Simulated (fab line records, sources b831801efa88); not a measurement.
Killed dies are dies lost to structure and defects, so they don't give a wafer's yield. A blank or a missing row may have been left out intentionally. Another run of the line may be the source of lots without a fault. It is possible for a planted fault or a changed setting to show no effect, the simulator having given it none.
The tool behind it: which one? || flow gf180mcu || 11 lots, 33 wafers sampled, at 7 steps of a route of 602

WHAT THE GAUGES SHOWED, per wafer
GF_M1_RS_MEAS_05: a four-point-probe measurement.
{"lot": "L303", "measured": "day 16 01:20", "on": "film-metro-01", "M1_ALCU_RS (ohm/sq)": "0.0695 0.0695 0.0695"}
{"lot": "L304", "measured": "day 16 11:59", "on": "film-metro-01", "M1_ALCU_RS (ohm/sq)": "0.0695 0.0698 0.0696"}
{"lot": "L306", "measured": "day 16 19:59", "on": "film-metro-03", "M1_ALCU_RS (ohm/sq)": "0.0701 0.0697 0.0703"}
{"lot": "L308", "measured": "day 17 19:31", "on": "film-metro-03", "M1_ALCU_RS (ohm/sq)": "0.0693 0.0694 0.0695"}
{"lot": "L309", "measured": "day 18 06:02", "on": "film-metro-01", "M1_ALCU_RS (ohm/sq)": "0.0690 0.0686 0.0697"}
{"lot": "L312", "measured": "day 19 10:59", "on": "film-metro-01", "M1_ALCU_RS (ohm/sq)": "0.0686 0.0693 0.0692"}
{"lot": "L314", "measured": "day 20 13:43", "on": "film-metro-02", "M1_ALCU_RS (ohm/sq)": "0.0698 0.0696 0.0695"}
{"lot": "L318", "measured": "day 21 20:18", "on": "film-metro-01", "M1_ALCU_RS (ohm/sq)": "0.0699 0.0702 0.0700"}
{"lot": "L321", "measured": "day 22 18:25", "on": "film-metro-01", "M1_ALCU_RS (ohm/sq)": "0.0703 0.0752 0.0695"}
{"lot": "L325", "measured": "day 23 21:02", "on": "film-metro-01", "M1_ALCU_RS (ohm/sq)": "0.0709 0.0706 0.0709"}
{"lot": "L326", "measured": "day 24 05:31", "on": "film-metro-02", "M1_ALCU_RS (ohm/sq)": "0.0710 0.0711 0.0715"}

GF_M1_THK_MEAS_06: measures by xrf.
{"lot": "L303", "measured": "day 16 01:25", "on": "film-metro-01", "M1_ALCU_THK (nm)": "446 447 446"}
{"lot": "L304", "measured": "day 16 12:05", "on": "film-metro-01", "M1_ALCU_THK (nm)": "450 449 450"}
{"lot": "L306", "measured": "day 16 20:06", "on": "film-metro-03", "M1_ALCU_THK (nm)": "452 453 449"}
{"lot": "L308", "measured": "day 17 19:38", "on": "film-metro-03", "M1_ALCU_THK (nm)": "455 454 455"}
{"lot": "L309", "measured": "day 18 06:10", "on": "film-metro-01", "M1_ALCU_THK (nm)": "449 455 450"}
{"lot": "L312", "measured": "day 19 11:05", "on": "film-metro-01", "M1_ALCU_THK (nm)": "456 454 451"}
{"lot": "L314", "measured": "day 20 13:50", "on": "film-metro-02", "M1_ALCU_THK (nm)": "448 449 451"}
{"lot": "L318", "measured": "day 21 20:25", "on": "film-metro-01", "M1_ALCU_THK (nm)": "447 444 445"}
{"lot": "L321", "measured": "day 22 18:32", "on": "film-metro-01", "M1_ALCU_THK (nm)": "443 418 447"}
{"lot": "L325", "measured": "day 23 21:10", "on": "film-metro-01", "M1_ALCU_THK (nm)": "436 443 440"}
{"lot": "L326", "measured": "day 24 05:37", "on": "film-metro-02", "M1_ALCU_THK (nm)": "445 445 442"}

GF_V1_OVL_MEAS_15.
{"lot": "L303", "measured": "day 18 00:10", "on": "overlay-01", "V1_OVL (nm)": "-8 -2 -1"}
{"lot": "L304", "measured": "day 18 11:34", "on": "overlay-02", "V1_OVL (nm)": "0 5 5"}
{"lot": "L306", "measured": "day 18 19:40", "on": "overlay-02", "V1_OVL (nm)": "-6 -4 -3"}
{"lot": "L308", "measured": "day 19 21:31", "on": "overlay-02", "V1_OVL (nm)": "4 4 2"}
{"lot": "L309", "measured": "day 20 07:10", "on": "overlay-01", "V1_OVL (nm)": "-5 -7 -1"}
{"lot": "L312", "measured": "day 21 12:02", "on": "overlay-02", "V1_OVL (nm)": "-1 5 4"}
{"lot": "L314", "measured": "day 22 14:59", "on": "overlay-01", "V1_OVL (nm)": "-3 0 -8"}
{"lot": "L318", "measured": "day 23 19:48", "on": "overlay-01", "V1_OVL (nm)": "10 2 -1"}
{"lot": "L321", "measured": "day 24 17:27", "on": "overlay-02", "V1_OVL (nm)": "-3 -9 0"}
{"lot": "L325", "measured": "day 25 18:10", "on": "overlay-01", "V1_OVL (nm)": "-1 -12 -9"}
{"lot": "L326", "measured": "day 26 02:13", "on": "overlay-02", "V1_OVL (nm)": "-1 -2 -2"}

GF_V1_THK_MEAS_25: measures by xrf.
{"lot": "L303", "measured": "day 18 01:14", "on": "film-metro-01", "V1_W_THK (nm)": "349 350 355"}
{"lot": "L304", "measured": "day 18 12:40", "on": "film-metro-04", "V1_W_THK (nm)": "352 360 352"}
{"lot": "L306", "measured": "day 18 20:44", "on": "film-metro-01", "V1_W_THK (nm)": "347 351 349"}
{"lot": "L308", "measured": "day 19 22:32", "on": "film-metro-02", "V1_W_THK (nm)": "351 359 354"}
{"lot": "L309", "measured": "day 20 08:13", "on": "film-metro-01", "V1_W_THK (nm)": "341 337 343"}
{"lot": "L312", "measured": "day 21 13:13", "on": "film-metro-04", "V1_W_THK (nm)": "342 343 342"}
{"lot": "L314", "measured": "day 22 16:01", "on": "film-metro-02", "V1_W_THK (nm)": "352 357 354"}
{"lot": "L318", "measured": "day 23 20:54", "on": "film-metro-01", "V1_W_THK (nm)": "347 345 348"}
{"lot": "L321", "measured": "day 24 18:31", "on": "film-metro-01", "V1_W_THK (nm)": "349 350 347"}
{"lot": "L325", "measured": "day 25 19:16", "on": "film-metro-02", "V1_W_THK (nm)": "349 355 350"}
{"lot": "L326", "measured": "day 26 03:16", "on": "film-metro-04", "V1_W_THK (nm)": "344 350 344"}

TOOL THAT RAN EACH LOT (tool first, then ch and the chambers of the sampled wafers, then the start)
{"lot": "L303", "GF_M1_SPUTTER_01": "pvd-sputter-01, day 16 01:09", "GF_M1_SPUTTER_02": "pvd-sputter-01, day 16 01:11", "GF_M1_METAL_ETCH_16": "rie-metal-01 ch 0,1, day 16 23:28"}
{"lot": "L304", "GF_M1_SPUTTER_01": "pvd-sputter-03, day 16 11:50", "GF_M1_SPUTTER_02": "pvd-sputter-03, day 16 11:52", "GF_M1_METAL_ETCH_16": "rie-metal-02 ch 0,1, day 17 10:35"}
{"lot": "L306", "GF_M1_SPUTTER_01": "pvd-sputter-02, day 16 19:51", "GF_M1_SPUTTER_02": "pvd-sputter-02, day 16 19:53", "GF_M1_METAL_ETCH_16": "rie-metal-02 ch 0,1, day 17 18:37"}
{"lot": "L308", "GF_M1_SPUTTER_01": "pvd-sputter-02, day 17 19:23", "GF_M1_SPUTTER_02": "pvd-sputter-02, day 17 19:25", "GF_M1_METAL_ETCH_16": "rie-metal-03 ch 0, day 18 19:19"}
{"lot": "L309", "GF_M1_SPUTTER_01": "pvd-sputter-01, day 18 05:55", "GF_M1_SPUTTER_02": "pvd-sputter-01, day 18 05:57", "GF_M1_METAL_ETCH_16": "rie-metal-03 ch 0, day 19 05:40"}
{"lot": "L312", "GF_M1_SPUTTER_01": "pvd-sputter-03, day 19 10:50", "GF_M1_SPUTTER_02": "pvd-sputter-03, day 19 10:52", "GF_M1_METAL_ETCH_16": "rie-metal-01 ch 0,1, day 20 10:59"}
{"lot": "L314", "GF_M1_SPUTTER_01": "pvd-sputter-01, day 20 13:35", "GF_M1_SPUTTER_02": "pvd-sputter-01, day 20 13:37", "GF_M1_METAL_ETCH_16": "rie-metal-03 ch 0,1, day 21 13:35"}
{"lot": "L318", "GF_M1_SPUTTER_01": "pvd-sputter-02, day 21 20:10", "GF_M1_SPUTTER_02": "pvd-sputter-02, day 21 20:11", "GF_M1_METAL_ETCH_16": "rie-metal-02 ch 0,1, day 22 20:02"}
{"lot": "L321", "GF_M1_SPUTTER_01": "pvd-sputter-01, day 22 18:17", "GF_M1_SPUTTER_02": "pvd-sputter-01, day 22 18:19", "GF_M1_METAL_ETCH_16": "rie-metal-03 ch 0,1, day 23 17:40"}
{"lot": "L325", "GF_M1_SPUTTER_01": "pvd-sputter-02, day 23 20:55", "GF_M1_SPUTTER_02": "pvd-sputter-02, day 23 20:57", "GF_M1_METAL_ETCH_16": "rie-metal-01 ch 0,1, day 24 19:56"}
{"lot": "L326", "GF_M1_SPUTTER_01": "pvd-sputter-03, day 24 05:20", "GF_M1_SPUTTER_02": "pvd-sputter-03, day 24 05:22", "GF_M1_METAL_ETCH_16": "rie-metal-02 ch 0,1, day 25 03:28"}
- GF_M1_SPUTTER_01: material TiN, target thk 30 nm, time 25 s.
- GF_M1_SPUTTER_02: material AlCu, target thk 450 nm, time 23.9 s.
- GF_M1_METAL_ETCH_16: etches the open film in Cl2/BCl3, stops on SiO2, target depth 627.5 nm, time 104.6 s.

WHAT THE TOOLS THEMSELVES READ (means of the sampled wafers that have a number; where no wafer has one, the mark that the record gives instead)
GF_M1_SPUTTER_01.
{"lot": "L303", "tool": "pvd-sputter-01", "throttle-valve-pct (%)": 30.8}
{"lot": "L304", "tool": "pvd-sputter-03", "throttle-valve-pct (%)": 30.4}
{"lot": "L306", "tool": "pvd-sputter-02", "throttle-valve-pct (%)": 29.8}
{"lot": "L308", "tool": "pvd-sputter-02", "throttle-valve-pct (%)": 29.8}
{"lot": "L309", "tool": "pvd-sputter-01", "throttle-valve-pct (%)": 29.3}
{"lot": "L312", "tool": "pvd-sputter-03", "throttle-valve-pct (%)": 30.5}
{"lot": "L314", "tool": "pvd-sputter-01", "throttle-valve-pct (%)": 30.5}
{"lot": "L318", "tool": "pvd-sputter-02", "throttle-valve-pct (%)": 30.0}
{"lot": "L321", "tool": "pvd-sputter-01", "throttle-valve-pct (%)": 30.3}
{"lot": "L325", "tool": "pvd-sputter-02", "throttle-valve-pct (%)": 29.3}
{"lot": "L326", "tool": "pvd-sputter-03", "throttle-valve-pct (%)": 30.8}

GF_M1_SPUTTER_02.
{"lot": "L303", "tool": "pvd-sputter-01", "throttle-valve-pct (%)": 31.1}
{"lot": "L304", "tool": "pvd-sputter-03", "throttle-valve-pct (%)": 30.3}
{"lot": "L306", "tool": "pvd-sputter-02", "throttle-valve-pct (%)": 29.9}
{"lot": "L308", "tool": "pvd-sputter-02", "throttle-valve-pct (%)": 29.7}
{"lot": "L309", "tool": "pvd-sputter-01", "throttle-valve-pct (%)": 29.4}
{"lot": "L312", "tool": "pvd-sputter-03", "throttle-valve-pct (%)": 30.3}
{"lot": "L314", "tool": "pvd-sputter-01", "throttle-valve-pct (%)": 30.6}
{"lot": "L318", "tool": "pvd-sputter-02", "throttle-valve-pct (%)": 30.1}
{"lot": "L321", "tool": "pvd-sputter-01", "throttle-valve-pct (%)": 30.2}
{"lot": "L325", "tool": "pvd-sputter-02", "throttle-valve-pct (%)": 29.4}
{"lot": "L326", "tool": "pvd-sputter-03", "throttle-valve-pct (%)": 30.7}

GF_M1_METAL_ETCH_16.
{"lot": "L303", "tool": "rie-metal-01", "bias-w (W)": 140.3, "drypump-motor-current-A (A)": 5.48, "oes-product-au (a.u.)": 0.968, "throttle-valve-pct (%)": 28.256}
{"lot": "L304", "tool": "rie-metal-02", "bias-w (W)": 139.6, "drypump-motor-current-A (A)": 5.56, "oes-product-au (a.u.)": 0.969, "throttle-valve-pct (%)": 28.253}
{"lot": "L306", "tool": "rie-metal-02", "bias-w (W)": 140.3, "drypump-motor-current-A (A)": 5.56, "oes-product-au (a.u.)": 0.967, "throttle-valve-pct (%)": 28.255}
{"lot": "L308", "tool": "rie-metal-03", "bias-w (W)": 140.3, "drypump-motor-current-A (A)": 5.60, "oes-product-au (a.u.)": 0.973, "throttle-valve-pct (%)": 28.248}
{"lot": "L309", "tool": "rie-metal-03", "bias-w (W)": 139.8, "drypump-motor-current-A (A)": 5.57, "oes-product-au (a.u.)": 0.977, "throttle-valve-pct (%)": 28.247}
{"lot": "L312", "tool": "rie-metal-01", "bias-w (W)": 139.9, "drypump-motor-current-A (A)": 5.49, "oes-product-au (a.u.)": 0.974, "throttle-valve-pct (%)": 28.252}
{"lot": "L314", "tool": "rie-metal-03", "bias-w (W)": 140.1, "drypump-motor-current-A (A)": 5.50, "oes-product-au (a.u.)": 0.971, "throttle-valve-pct (%)": 28.246}
{"lot": "L318", "tool": "rie-metal-02", "bias-w (W)": 140.5, "drypump-motor-current-A (A)": 5.64, "oes-product-au (a.u.)": 0.966, "throttle-valve-pct (%)": 28.259}
{"lot": "L321", "tool": "rie-metal-03", "bias-w (W)": 139.7, "drypump-motor-current-A (A)": 5.54, "oes-product-au (a.u.)": 0.964, "throttle-valve-pct (%)": 28.266}
{"lot": "L325", "tool": "rie-metal-01", "bias-w (W)": 139.8, "drypump-motor-current-A (A)": 5.49, "oes-product-au (a.u.)": 0.967, "throttle-valve-pct (%)": 28.259}
{"lot": "L326", "tool": "rie-metal-02", "bias-w (W)": 139.6, "drypump-motor-current-A (A)": 5.54, "oes-product-au (a.u.)": 0.972, "throttle-valve-pct (%)": 28.251}

THE ANSWER, worked out from the rows above alone
Rule: usual is defined by the lots themselves. Put in order of their means at a reading, lots are off if they are a third of the lots or fewer, leave a main group of 4 or more, and stand apart from it by a gap of 3 or more times the standard deviation of the main group's means; of several such gaps the widest counts. Not used: any main group whose means are identical at the precision the tables above print for the reading. A lot without any number at a reading at which 4 lots or more have one is off too. The other lots that the step has rows for count as sound. After the gauges, taken in route order, come the tools' own readings; for these a lot's mean is taken, as printed above. The first step at which some lot is off is used, and at that step the reading that is off furthest; a lot without a number counts as furthest.
No lot is off on any of the readings shown, so nothing can be concluded from this.

WHAT THE SIMULATOR PUT IN
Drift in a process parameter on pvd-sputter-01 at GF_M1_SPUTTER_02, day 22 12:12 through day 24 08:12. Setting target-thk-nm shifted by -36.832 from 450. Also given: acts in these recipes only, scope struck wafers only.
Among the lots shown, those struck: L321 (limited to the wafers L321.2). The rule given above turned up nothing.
